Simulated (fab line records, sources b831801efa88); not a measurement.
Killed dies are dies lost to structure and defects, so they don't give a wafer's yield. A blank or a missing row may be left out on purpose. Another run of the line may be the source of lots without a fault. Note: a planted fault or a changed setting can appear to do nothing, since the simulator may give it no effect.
Comparing a struck lot with a sound one / flow sky130 / 43 steps out of a route of 708
Sound: these wafers, L655.1, L655.3, L655.4. Struck: wafer L662.2 (L662.1, L662.5, from the same lot, were not struck and are left out); the cause is given at the end.
For every step that has rows: the tool of each side, followed by ch and its chambers, followed by its first start. Under that, the readings that differ: sound wafers / struck wafers / difference of the means / sigmas: that difference in standard deviations of wafers without a fault.
alike: readings with means less than 2 such deviations apart, plus words and numbers identical on both sides. not compared: withheld readings, readings lacking a value on some wafer, bounds such as >300 that could conceal the same value, and numbers that have no deviation in the record and whose values overlap.
The two part at a step that has a row with sigmas, a row that says differs or no value, or rows on one side only. Non-overlapping numbers with no deviation appear without sigmas and do not part them. A reading missing from all wafers of one side parts the sides only when that side holds two or more wafers.

first, 1 step without rows for these wafers: SKY_POLY_GATE_CVD_03 (deposits Si3N4 from DCS/NH3, target thk 75 nm, time 1290 s).
SKY_POLY_GATE_THK_MEAS_04:
  struck on film metro-02, day 19 07:44; sound on film metro-02, day 16 17:47
  alike: POLY_GATE_CVD_03_THK
then, 8 steps without rows for these wafers: SKY_POLY_GATE_DEHYDRATE_05 (time 60 s); SKY_POLY_GATE_HMDS_06 (prime time 60 s); SKY_POLY_GATE_COAT_07 (resist thk 110 nm); SKY_POLY_GATE_COAT_08 (resist thk 450 nm); SKY_POLY_GATE_SOFTBAKE_09 (time 90 s); SKY_POLY_GATE_EXPOSE_10 (exposes mask P1M, target cd 150 nm); SKY_POLY_GATE_PEB_11; SKY_POLY_GATE_DEVELOP_12 (develop time 60 s).
SKY_POLY_GATE_CD_MEAS_13: the cd target is 150 nm.
  struck on cd sem-02, day 20 14:36; sound on cd sem-02, day 17 22:36
  alike: cd nm
SKY_POLY_GATE_OVL_MEAS_14:
  struck on overlay-01, day 20 14:43; sound on overlay-02, day 17 22:43
  alike: POLY_GATE_OVL
SKY_POLY_GATE_ETCH_15: etches BARC in N2/H2, stops on SiO2, time 118.5 s, target depth 110 nm.
  sound on rie diel-03 ch 1,2,3, day 17 22:46; struck on rie diel-03 ch 2, day 20 14:45
reading=rf hours counter h (h); sound=5 2 91; struck=93; difference=+60; sigmas=
  alike: drypump motor current A, oes product au, throttle valve pct
SKY_POLY_GATE_ETCH_16: etches Si3N4 in CH3F/O2, stops on poly-Si, time 147.5 s, target depth 75 nm.
  sound on rie diel-03 ch 1,2,3, day 17 22:50; struck on rie diel-03 ch 2, day 20 14:50
reading=rf hours counter h (h); sound=5 2 91; struck=93; difference=+60; sigmas=
reading=throttle valve pct (%); sound=10.542 10.538 10.543; struck=10.519; difference=-0.022; sigmas=-2
  alike: drypump motor current A, oes product au
SKY_POLY_GATE_ETCH_17: etches poly-Si in HBr/Cl2, stops on SiO2, target depth 180 nm, time 70.5 s.
  sound on rie si-02 ch 0,2,3, day 17 22:56; struck on rie si-01 ch 0, day 20 14:56
  alike: drypump motor current A, oes product au, throttle valve pct
  not compared: rf hours counter h
SKY_POLY_GATE_STRIP_18: strips in O2/N2.
  sound on plasma asher-04 ch 0,1, day 17 22:59; struck on plasma asher-03 ch 1, day 20 14:59
  alike: drypump motor current A, oes product au, strip time to endpoint s
  not compared: rf hours counter h
then, 2 steps without rows for these wafers: SKY_POLY_GATE_CLEAN_19 (cleans in SC1/SC2, time 150 s); SKY_POLY_GATE_OXIDATION_20 (stabilise 600 s, purge 300 s, target thk 4 nm).
SKY_POLY_GATE_THK_MEAS_21:
  struck on film metro-02, day 20 16:23; sound on film metro-02, day 18 01:48
  alike: POLY_GATE_OXIDATION_THK
SKY_POLY_GATE_CD_MEAS_22:
  struck on cd sem-02, day 20 16:27; sound on cd sem-02, day 18 01:53
  alike: cd nm
then, 7 steps without rows for these wafers: SKY_LDD_N_DEHYDRATE_00 (time 60 s); SKY_LDD_N_HMDS_01 (prime time 60 s); SKY_LDD_N_COAT_02 (resist thk 300 nm); SKY_LDD_N_SOFTBAKE_03 (time 60 s); SKY_LDD_N_EXPOSE_04 (exposes mask NTM, target cd 840 nm); SKY_LDD_N_PEB_05; SKY_LDD_N_DEVELOP_06 (develop time 60 s).
SKY_LDD_N_OVL_MEAS_07:
  struck on overlay-01, day 21 22:55; sound on overlay-01, day 19 08:31
  alike: LDD_N_OVL
then, 8 steps without rows for these wafers: SKY_LDD_N_IMPLANT_08; SKY_LDD_N_IMPLANT_09; SKY_LDD_N_IMPLANT_10; SKY_LDD_N_IMPLANT_11; SKY_LDD_N_IMPLANT_12; SKY_LDD_N_IMPLANT_13; SKY_LDD_N_IMPLANT_14; SKY_LDD_N_IMPLANT_15.
SKY_LDD_N_STRIP_16: strips in O2/N2.
  sound on plasma asher-04 ch 0,1, day 19 09:45; struck on plasma asher-02 ch 1, day 22 00:09
reading=strip time to endpoint s (s); sound=4.330 4.295 4.331; struck=4.279; difference=-0.040; sigmas=-3
  alike: drypump motor current A, oes product au
  not compared: rf hours counter h
SKY_LDD_N_TW_MEAS_17:
  struck on film metro-03, day 22 00:15; sound on film metro-04, day 19 09:51
  alike: LDD_N_TW
then, 4 steps without rows for these wafers: SKY_LDD_P_DEHYDRATE_00 (time 60 s); SKY_LDD_P_HMDS_01 (prime time 60 s); SKY_LDD_P_COAT_02 (resist thk 1159 nm); SKY_LDD_P_SOFTBAKE_03 (time 60 s).
-- here the record skips 26 days between the struck wafers' starts before and after, leaving off in module LDD_P and picking up in module PAD_OPEN (first step shown: number 708 of the route) --
SKY_PAD_OPEN_PROBE_99:
  struck on prober-01, day 48 11:23; sound on prober-02, day 46 20:17
reading=killed_at_M4_up; sound=1 5 2; struck=9; difference=+6; sigmas=+3
reading=killed at front end; sound=11 6 17; struck=66; difference=+55; sigmas=+12
reading=killed dies; sound=80 70 80; struck=134; difference=+57; sigmas=+6
reading=killed short; sound=28 33 35; struck=46; difference=+14; sigmas=+2
  alike: killed_at_M0_to_M3, killed at contacts, killed at other, killed open

== WHERE THEY PART ==
At SKY_POLY_GATE_ETCH_16 first; at SKY_PAD_OPEN_PROBE_99 last (within this record only).

WHY: the cause the simulator had injected
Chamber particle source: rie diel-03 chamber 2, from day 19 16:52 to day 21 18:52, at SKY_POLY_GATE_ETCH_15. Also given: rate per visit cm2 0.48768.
